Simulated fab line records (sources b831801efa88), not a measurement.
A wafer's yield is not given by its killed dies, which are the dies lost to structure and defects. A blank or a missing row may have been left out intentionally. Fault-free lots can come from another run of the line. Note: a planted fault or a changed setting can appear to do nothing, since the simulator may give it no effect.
Which tool was responsible? :: flow sky130 :: Sampling: 7 lots, 21 wafers, 2 of 708 route steps

## WHAT THE GAUGES SHOWED, per wafer
SKY_POLY_GATE_OVL_MEAS_14.
lot: L836
measured: day 17 18:55
on: overlay-02
POLY_GATE_OVL (nm): 4 -4 5

lot: L837
measured: day 18 08:55
on: overlay-02
POLY_GATE_OVL (nm): 1 1 -3

lot: L840
measured: day 19 05:33
on: overlay-01
POLY_GATE_OVL (nm): -2 3 7

lot: L842
measured: day 19 17:25
on: overlay-01
POLY_GATE_OVL (nm): 33 35 33

lot: L844
measured: day 20 17:14
on: overlay-01
POLY_GATE_OVL (nm): 27 30 28

lot: L853
measured: day 23 20:15
on: overlay-01
POLY_GATE_OVL (nm): 4 -2 7

lot: L858
measured: day 25 05:51
on: overlay-02
POLY_GATE_OVL (nm): -6 -2 -14

## WHAT TOOL EACH LOT RAN ON (gives the tool, then ch and the chambers of the sampled wafers, and finally the start)
lot: L836
SKY_POLY_GATE_EXPOSE_10: krf_scanner-02 ch 0, day 17 03:10

lot: L837
SKY_POLY_GATE_EXPOSE_10: krf_scanner-02 ch 0, day 17 17:30

lot: L840
SKY_POLY_GATE_EXPOSE_10: krf_scanner-02 ch 0, day 18 13:25

lot: L842
SKY_POLY_GATE_EXPOSE_10: krf_scanner-02 ch 0, day 19 02:11

lot: L844
SKY_POLY_GATE_EXPOSE_10: krf_scanner-02 ch 0, day 20 00:50

lot: L853
SKY_POLY_GATE_EXPOSE_10: krf_scanner-01 ch 0, day 23 05:05

lot: L858
SKY_POLY_GATE_EXPOSE_10: krf_scanner-01 ch 0, day 24 15:28
- SKY_POLY_GATE_EXPOSE_10: exposes mask P1M, target cd 150 nm.

## THE ANSWER, worked out from the rows above alone
Rule: the usual values come from the lots themselves. The widest of any qualifying gaps counts: lots, ordered by their means at a reading, are off when they make up no more than a third of the lots, leave a main group of 4 or more, and stand apart from it by 3 or more times the standard deviation of that group's means. A main group is skipped when, at the precision printed for the reading in the tables above, its means are all equal. A lot without any number at a reading at which 4 lots or more have one is off too. Any other lot the step has rows for is counted as sound.
Off: L842, L844, at SKY_POLY_GATE_OVL_MEAS_14 (POLY_GATE_OVL). Mean -0 nm and standard deviation 3.8 in the main group.
If a tool, at a process step before that reading, ran all the lots that are off and no sound lot after the first of them, it fits. The gauges at SKY_POLY_GATE_OVL_MEAS_14 are tried like those tools. One fits: krf_scanner-02 at SKY_POLY_GATE_EXPOSE_10. Its last sound lot is L840 (day 18 13:25), its first lot that is off L842 (day 19 02:11): a fault that began between those two fits.

## WHAT HAD BEEN PUT IN BY THE SIMULATOR
Scanner matching overlay: krf_scanner-02, from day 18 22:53 on, at SKY_POLY_GATE_EXPOSE_10. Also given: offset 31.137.
Shown lots that were struck: L842, L844. The rule above reached the same finding.
